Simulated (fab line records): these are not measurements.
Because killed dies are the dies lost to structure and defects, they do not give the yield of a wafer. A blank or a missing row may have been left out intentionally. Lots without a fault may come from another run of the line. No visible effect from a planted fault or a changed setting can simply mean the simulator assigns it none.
fab line records	flow sky130
record: lots: 14	wafers: 42	lastDay: 50
route steps=708 shown NWELL@75
lots that met no fault: taken from a fault-free run of the same line
startH: hours from the record's opening day to when the first of the lot's shown wafers began	waitH: how many hours have passed since the lot's step before this one	" identical to the entry in the row above	L1.1+2: one row covering several wafers at once	- no value, or no start was given	* or withheld: withheld	< > ~ a bound
route shown NAME@n: NAME is a module with steps in the file, n the number in the route of the first one	usual: mean/standard deviation of fault-free wafers	same: alike in all rows	chamber/n: place in a boat	sites: the reading at each site	_std_site: standard deviation across them	_edge_site: mean of outer sites minus mean of inner sites	radiusMm: how far each site lies from the wafer's centre	mask NAME#n: copy n	behind: the most recent tool/chamber to have shaped the wafer	hold: reason for holding the lot/hours on hold/outcome of the hold	device: the transistor (n, p or np) that didn't switch	end of line: the route-end tests of the same wafers	a step without rows: its recipe alone	killed: dies lost to structure and defects at the first sort, not the wafer's yield	map: a wafer's dies, marking killed ones x, the rest . and places with no die _
set.NAME: the setting that was run; set.NAME@STEP: the one run at that earlier step	model.NAME: the simulator's own value behind a step, which no gauge read
route steps across a sampled set of lots; one table per step, one row per wafer
== steps ==
step: SKY_NWELL_DEVELOP_22
recipe: wallAngleDeg: 90	developer: TMAH	developTimeS: 60	devTempC: 23
usual: chillPlateTempC: 23.00/0.11	developTimeS: 60/0	exhaustPa: 45.0/0.87	resistLineTempC: 23.03/0.11
lot.wafer	tool	chamber	startH	waitH	chillPlateTempC	developTimeS	exhaustPa	resistLineTempC
L181.1	lithoTrack-02	0	102	-	22.99	60	45.6	23.24
L181.3	"	0	"	"	23.15	60	45.0	23.24
L181.6	"	0	"	"	23.08	60	46.7	23.03
L182.3	lithoTrack-04	0	112	-	23.01	60	44.2	23.04
L182.5	"	0	"	"	22.99	60	44.5	22.85
L182.6	"	0	"	"	22.99	60	44.3	23.04
L183.1	lithoTrack-02	0	116	-	22.90	60	44.8	22.88
L183.2	"	0	"	"	22.80	60	45.0	22.85
L183.5	"	0	"	"	22.95	60	44.8	22.96
L186.3	lithoTrack-02	0	133	-	23.12	60	43.9	22.96
L186.4	"	0	"	"	23.06	60	43.0	22.86
L186.5	"	0	"	"	22.96	60	43.1	23.08
L189.1	lithoTrack-04	0	149	-	22.93	60	45.6	22.94
L189.2	"	0	"	"	22.98	60	44.8	23.01
L189.4	"	0	150	-	23.01	60	45.5	22.92
L190.1	lithoTrack-01	0	156	-	23.09	60	42.3	23.06
L190.3	"	0	"	"	23.11	60	45.1	23.14
L190.4	"	0	"	"	22.98	60	44.2	22.97
L191.1	lithoTrack-04	0	164	-	22.92	60	46.2	23.07
L191.2	"	0	"	"	22.84	60	45.4	23.16
L191.6	"	0	"	"	22.94	60	45.1	23.18
L192.3	lithoTrack-04	0	175	-	23.03	60	44.0	23.19
L192.5	"	0	"	"	23.04	60	44.8	23.13
L192.6	"	0	"	"	23.13	60	45.0	23.03
L197.2	lithoTrack-02	-	200	-	-	-	-	-
L197.3	"	-	"	"	-	-	-	-
L197.6	"	-	"	"	-	-	-	-
L198.1	lithoTrack-02	-	205	-	-	-	-	-
L198.5	"	-	"	"	-	-	-	-
L198.6	"	-	"	"	-	-	-	-
L201.2	lithoTrack-04	0	224	-	23.05	60	45.4	22.99
L201.4	"	0	"	"	22.98	60	45.0	22.88
L201.5	"	0	"	"	22.92	60	46.0	22.92
L202.2	lithoTrack-04	0	228	-	22.98	60	44.9	23.04
L202.4	"	0	"	"	23.00	60	45.6	22.84
L202.6	"	0	"	"	23.09	60	43.9	23.06
L203.4	lithoTrack-04	0	238	-	22.90	60	46.3	23.11
L203.5	"	0	"	"	22.67	60	44.6	23.12
L203.6	"	0	"	"	22.93	60	45.8	23.16
L204.1	lithoTrack-02	0	245	-	22.88	60	45.1	22.89
L204.4	"	0	"	"	23.05	60	45.5	23.01
L204.5	"	0	"	"	22.84	60	45.7	22.89
== key ==
firstSign: step: SKY_NWELL_DEVELOP_22	reading: toolRecord	direction: missing
effect none on later readings
metAt SKY_NWELL_DEVELOP_22
struckLots L197,L198
rowsEnd L197.2,L197.3,L197.6
sortLeftOut L198.1,L198.5,L198.6
testerLeftOut L198
onsetBetween 133 200
fault: kind: skippedStepWhole	tool: lithoTrack-02	chamber: -	onsetH: 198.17	steps: SKY_NWELL_DEVELOP_22	scope: struckLotsOnly
testerLeftOut: of these lots the tester's yield and bins aren't shown, on N5 and GAA mostly nor the transistor test; their killed dies are dies lost to structure and defects alone, not to doping, threshold or leakage, so they don't give the yield
sortLeftOut: the simulated sort isn't trusted on such a fault, so these wafers' sort isn't shown, and their yield isn't known
rowsEnd: these wafers met a further fault down the route, and their rows from its step on are left out
